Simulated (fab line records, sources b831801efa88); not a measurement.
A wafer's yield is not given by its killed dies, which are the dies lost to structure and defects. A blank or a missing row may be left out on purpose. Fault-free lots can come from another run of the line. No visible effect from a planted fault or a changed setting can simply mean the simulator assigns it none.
Which tool did it? ; flow sky130 ; 6 lots, 18 wafers sampled, at 3 steps of a route of 708

WHAT THE GAUGES SHOWED, per wafer
SKY_NWELL_OVL_MEAS_10.
lot;measured;on;NWELL_00_OVL (nm)
L492;day 5 17:42;overlay-01;-2.0 -0.5 -1.5
L499;day 7 10:01;overlay-02;-1.4 -2.0 -2.6
L503;day 8 14:48;overlay-02;1.7 -0.5 -0.5
L506;day 9 05:31;overlay-01;-1.7 -3.0 -1.7
L508;day 9 14:10;overlay-01;-0.8 -0.5 -1.5
L510;day 10 06:28;overlay-01;-1.0 -2.1 -3.4

EACH LOT AND THE TOOL THAT RAN IT (in order: tool; ch and the chambers of the sampled wafers; start)
lot;SKY_FIELD_ISO_ETCH_14;SKY_DNWELL_STRIP_08
L492;rie diel-01 ch 0,1,3, day 3 06:40;plasma asher-01 ch 0,1, day 4 06:43
L499;rie diel-04 ch 0,2,3, day 4 17:28;plasma asher-04 ch 0,1, day 5 19:58
L503;rie diel-04 ch 0,1,3, day 5 19:58;plasma asher-02 ch 0,1, day 6 22:59
L506;rie diel-01 ch 0,2,3, day 6 06:44;plasma asher-04 ch 0,1, day 7 11:46
L508;rie diel-03 ch 1,3, day 6 18:01;plasma asher-01 ch 0, day 7 20:01
L510;rie diel-03 ch 1,3, day 7 08:10;plasma asher-02 ch 0,1, day 8 12:41
- SKY_FIELD_ISO_ETCH_14: etches BARC in N2/H2, stops on SiO2, time 45.9 s, target depth 60 nm.
- SKY_DNWELL_STRIP_08: strips in O2/N2.

THE ANSWER, worked out from the rows above alone
Rule: what is usual is taken from the lots themselves. The widest of any qualifying gaps counts: lots, ordered by their means at a reading, are off when they make up no more than a third of the lots, leave a main group of 4 or more, and stand apart from it by 3 or more times the standard deviation of that group's means. A main group is skipped when, at the precision printed for the reading in the tables above, its means are all equal. A lot without any number at a reading at which 4 lots or more have one is off too. Where the step has rows for the other lots, those lots are counted as sound.
No lot is off at any reading shown: from this, nothing can be told.

WHAT THE SIMULATOR HAD INSERTED
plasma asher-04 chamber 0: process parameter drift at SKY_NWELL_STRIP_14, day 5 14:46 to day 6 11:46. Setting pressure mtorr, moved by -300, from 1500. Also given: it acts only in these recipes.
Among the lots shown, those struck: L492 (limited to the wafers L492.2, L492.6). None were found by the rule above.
